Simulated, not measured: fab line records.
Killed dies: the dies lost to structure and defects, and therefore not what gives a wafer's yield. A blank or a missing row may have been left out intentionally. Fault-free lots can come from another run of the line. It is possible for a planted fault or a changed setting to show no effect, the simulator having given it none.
2 desks, one fault | flow gf180mcu | every desk sees just its own numbers, and what lay behind them comes last

## AT THE METROLOGY DESK
Means of the sampled wafers that have a number, per lot and without regard to the tool the lot ran on: this is what the gauges read. If a lot's mean is further than 4 standard deviations from the usual mean, the lot is out of limits and carries the mark OUT (the distance appears in the brackets).
Columns: A = cdNm at GF_TOP_METAL_CD_MEAS_14, usual 439.5 nm; B = TOP_METAL_OVL at GF_TOP_METAL_OVL_MEAS_15, usual -1.1 nm; C = PASSIVATION_CVD_00_THK at GF_PASSIVATION_THK_MEAS_01, usual 999 nm
lot  | first seen here | A     | B    | C
L412 | day 28 08:40    | 437.5 | 0.7  | 995
L414 | day 29 02:52    | 436.6 | -0.0 | 973
L415 | day 29 15:37    | 438.1 | -2.9 | 990
L424 | day 32 14:11    | 437.8 | -2.7 | 1002
L425 | day 32 19:13    | 439.8 | -0.2 | 983
This desk's finding: nothing out of limits on any of the 5 lots.

## DESK OF THE TOOL OWNER: pecvd-03
The tool's own readings at GF_PASSIVATION_CVD_00 (deposits SiO2 from TEOS, target thk 1000 nm, time 111.95 s): means of the sampled wafers that have a number, for each lot that ran on this tool. If a lot's mean is further than 4 standard deviations from the usual mean, the lot is out of limits and carries the mark OUT (the distance appears in the brackets).
Columns: A = heaterPowerW at GF_PASSIVATION_CVD_00, usual 671 W; B = runLengthS at GF_PASSIVATION_CVD_00, usual 140.1 s
lot  | first seen here | A   | B
L414 | day 29 03:45    | 684 | 137.9
L425 | day 32 20:08    | 713 | 139.8
This desk's finding: nothing out of limits on any of the 2 lots.

## TAKEN TOGETHER
At the metrology desk, nothing out of limits was observed.
Nothing out of limits was seen by the tool owner's desk.

## WHAT HAD BEEN PUT IN BY THE SIMULATOR
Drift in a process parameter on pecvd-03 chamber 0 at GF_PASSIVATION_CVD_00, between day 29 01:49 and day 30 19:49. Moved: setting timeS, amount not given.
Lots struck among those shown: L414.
